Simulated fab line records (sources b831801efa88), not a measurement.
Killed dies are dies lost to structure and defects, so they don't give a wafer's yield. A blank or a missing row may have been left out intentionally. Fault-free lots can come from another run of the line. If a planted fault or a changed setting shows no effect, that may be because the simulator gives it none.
Comparing a struck lot with a sound one    flow gf180mcu    14 steps out of a route of 602
Sound: the wafers L900.2, L900.3, L900.5. Wafers struck: L912.1, L912.4, L912.6. The cause is named last.
Order at every step that has rows: each side's tool, ch and its chambers, its first start. Under that, the readings that differ: sound wafers    struck wafers    difference of the means    sigmas: that difference in standard deviations of wafers without a fault.
alike: readings whose means differ by less than 2 such deviations, and words and numbers that are the same on both sides. not compared: withheld readings, readings that some wafer has no value for, bounds like >300 that may hide the same value, and numbers for which the record gives no deviation and whose values overlap.
A row with sigmas, a row that says differs or no value, or rows on one side alone: a step with any of these is where the two part. Numbers that have no deviation but don't overlap get no sigmas and don't part them. A reading that every wafer of one side lacks parts them only if that side has two wafers or more.

first, 2 steps without rows for these wafers: GF_M3_CLEAN_19 (cleans in DIW); GF_V3_CVD_00 (deposits SiO2, target thk 600 nm, time 100 s).
GF_V3_THK_MEAS_01:
  sound on film_metro-02, day 23 13:02; struck on film_metro-02, day 27 10:37
  alike: V3_CVD_00_THK
GF_V3_CVD_02: deposits SiO2 from TEOS, target thk 850 nm, time 94.851 s.
  sound on pecvd-02 ch 0,2, day 23 13:05; struck on pecvd-03 ch 1,2, day 27 10:41
  alike: heater_power_w
GF_V3_THK_MEAS_03:
  sound on film_metro-01, day 23 13:10; struck on film_metro-01, day 27 10:45
  alike: V3_CVD_02_THK
GF_V3_CMP_04: polishes SiO2.
  sound on cmp-02 ch 0,2,3, day 23 13:23; struck on cmp-02 ch 0,1,2, day 27 10:52
  alike: motor_current_A, time_to_endpoint_s
GF_V3_BOW_MEAS_05:
  sound on film_metro-03, day 23 13:40; struck on film_metro-02, day 27 11:07
  alike: V3_BOW
then, 5 steps without rows for these wafers: GF_V3_DEHYDRATE_06 (time 60 s); GF_V3_HMDS_07 (prime time 60 s); GF_V3_COAT_08; GF_V3_COAT_09 (resist thk 1000 nm); GF_V3_SOFTBAKE_10 (time 60 s).
GF_V3_EXPOSE_11: exposes mask Via3, target cd 260 nm.
  struck on krf_scanner-01, day 27 21:04; sound on krf_scanner-02 ch 0, day 24 01:35
  no value came back on the struck wafers for exposure_dose_mJ_cm2, focus_offset_nm (nm); on the sound wafers exposure_dose_mJ_cm2 reads 38.87 38.83 38.77
  alike: mask
then, 1 step without rows for these wafers: GF_V3_PEB_12 (peb time 90 s).

== WHERE THEY PART ==
At GF_V3_EXPOSE_11 and nowhere else, as far as this record goes.

WHY: whatever the simulator had introduced
Whole step skipped at GF_V3_EXPOSE_11 on krf_scanner-01, starting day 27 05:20. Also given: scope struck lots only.
